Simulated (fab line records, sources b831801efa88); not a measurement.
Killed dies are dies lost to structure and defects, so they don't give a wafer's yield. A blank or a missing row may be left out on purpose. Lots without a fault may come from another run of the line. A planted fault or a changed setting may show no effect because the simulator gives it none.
One fault seen from 2 desks | flow gf180mcu | each desk has only its own numbers; what lay behind them comes last

THE TOOL OWNER'S DESK: cvd_w-02
The tool's own readings at GF_V3_CVD_23 (deposits W, target thk 350 nm, time 104.9 s): means of the sampled wafers that have a number, for each lot that ran on this tool. A lot is out of limits, marked OUT, if its mean lies more than 4 standard deviations from the usual mean; the brackets give that distance.
Columns: A = heater_power_w at GF_V3_CVD_23, usual 838 W
lot  | first seen here | A
L795 | day 26 03:42    | 788
L800 | day 27 12:06    | 818
L802 | day 28 18:46    | 804
This desk's finding: nothing out of limits on any of the 3 lots.

THE METROLOGY DESK
What the gauges read, lot by lot, whatever tool the lot ran on: means of the sampled wafers that have a number. A lot is out of limits, marked OUT, if its mean lies more than 4 standard deviations from the usual mean; the brackets give that distance.
Columns: A = M3_OVL at GF_M3_OVL_MEAS_15, usual -4 nm; B = V3_W_RS at GF_V3_RS_MEAS_24, usual 0.326 ohm/sq; C = V3_W_THK at GF_V3_THK_MEAS_25, usual 367 nm
lot  | first seen here | A   | B                | C
L787 | day 22 02:55    | -9  | 0.325            | 367
L790 | day 23 01:31    | -15 | 0.321            | 374
L792 | day 24 02:45    | -8  | 0.321            | 374
L793 | day 24 04:28    | -2  | 0.318            | 377
L794 | day 24 13:20    | -6  | 0.323            | 371
L795 | day 25 04:13    | -6  | 0.332            | 360
L800 | day 26 13:29    | -8  | 0.328            | 367
L802 | day 27 20:52    | -4  | 0.364 (+5.8) OUT | 344
L804 | day 28 05:08    | -1  | 0.329            | 359
L806 | day 28 13:24    | -3  | 0.327            | 367
L808 | day 28 22:33    | -10 | 0.328            | 367
This desk's finding: out of limits on L802; first on L802, day 28 18:53 (V3_W_RS at GF_V3_RS_MEAS_24). In limits: L787, L790, L792, L793, L794, L795, L800, L804, L806, L808.

PUT TOGETHER
The metrology desk could have raised an alarm at day 28 18:53, on L802.
The tool owner's desk saw nothing out of limits.
The tool owner's desk has L802 on record, within its limits.
Of the lots named, all ran GF_V3_CVD_23 on cvd_w-02.

WHAT THE SIMULATOR HAD PUT IN
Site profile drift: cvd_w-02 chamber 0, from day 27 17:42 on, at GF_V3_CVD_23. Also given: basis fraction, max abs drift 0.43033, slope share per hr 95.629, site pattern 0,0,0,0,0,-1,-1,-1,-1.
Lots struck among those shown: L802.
Hours from the fault's start to each desk's first reading out of limits: the metrology desk, 25.
